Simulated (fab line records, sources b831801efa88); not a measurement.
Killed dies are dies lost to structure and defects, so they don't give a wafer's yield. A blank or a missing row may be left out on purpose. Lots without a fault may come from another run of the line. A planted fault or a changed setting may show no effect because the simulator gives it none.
Problem report in the 8D (eight disciplines) form, filled by code | flow sky130 | the parts of the form that need people (team, actions taken, sign-off) are left out

1. THE PROBLEM
heater_power_total_W at SKY_VIA4_SOFTBAKE_07 reads a mean of 58.10 W on 6 wafers of 2 lots; wafers without a fault read 56.59 W with a standard deviation of 0.047. That is +32 standard deviations from the usual mean.
The step: time 60 s.
First seen on wafer L997.1, day 45 01:32, on litho_track-01. The record holds 36 wafers of 12 lots with a number at this step. Rule for "out", or "out of limits": more than 4 standard deviations from the usual mean. The other wafers with a number count as sound.

2. WHAT IT IS AND WHAT IT IS NOT
question                    | is                                 | is not
which readings at this step | heater_power_total_W, run_length_s | -
which lots                  | L997, L998                         | L103, L106, L107, L108, L109, L110, L987, L990, L991, L992
which wafers of those lots  | all that have a number             | -
read on which tools         | litho_track-01                     | litho_track-03, litho_track-04
when                        | from day 45 01:32                  | up to then (12 sound wafers); but 18 sound wafers of L103, L106, L107, L108, L109, L110 came after

3. SUSPECTS, AND WHAT RULES EACH OUT
Counting: a tool at a process step up to the reading stays a suspect if it ran every lot that is out and no sound lot after the first of them.
- rie_metal-01 at SKY_METAL4_ETCH_16 (etches BARC in N2/H2, stops on SiO2, time 88.2 s, target depth 60 nm): ruled out as a lasting fault. Sound lots L106, L108, L109 ran on it after its first lot that is out, L997 (day 44 13:52).
- litho_track-01 at SKY_VIA4_SOFTBAKE_07 (time 60 s): ruled out as a lasting fault. Sound lots L108, L110 ran on it after its first lot that is out, L997 (day 45 01:32).
Left after counting: nothing in the record.

4. THE CAUSE (what the simulator had put in)
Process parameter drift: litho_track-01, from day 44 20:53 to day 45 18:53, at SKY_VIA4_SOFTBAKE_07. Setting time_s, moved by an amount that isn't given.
Counting ruled it out, wrongly.

5. THE CHAIN OF EFFECTS, in route order
Each row: a reading whose mean over the struck wafers that have a number lies more than 3 standard deviations from the usual. Only readings for which the record gives a usual standard deviation are gone through. hours: the time from each lot's start at the first step in this table that gives one to its start at this step, as a median over the lots. sigmas: the change in usual standard deviations.
hours | step                 | reading              | usual   | on struck wafers | change | sigmas
0     | SKY_VIA4_SOFTBAKE_07 | heater_power_total_W | 56.59 W | 58.10            | +1.51  | +32
0     | SKY_VIA4_SOFTBAKE_07 | run_length_s         | 89.14 s | 85.09            | -4.05  | -15
The process steps in it:
- SKY_VIA4_SOFTBAKE_07: time 60 s.
Later measuring or inspecting steps at which every struck wafer that the step has a row for has a number for every such reading, and none has moved that far: SKY_VIA4_OVL_MEAS_11.

6. WHAT WOULD HAVE CAUGHT IT SOONER
In this record the first reading out of limits was taken at day 45 01:32, 5 hours after the fault began at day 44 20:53.
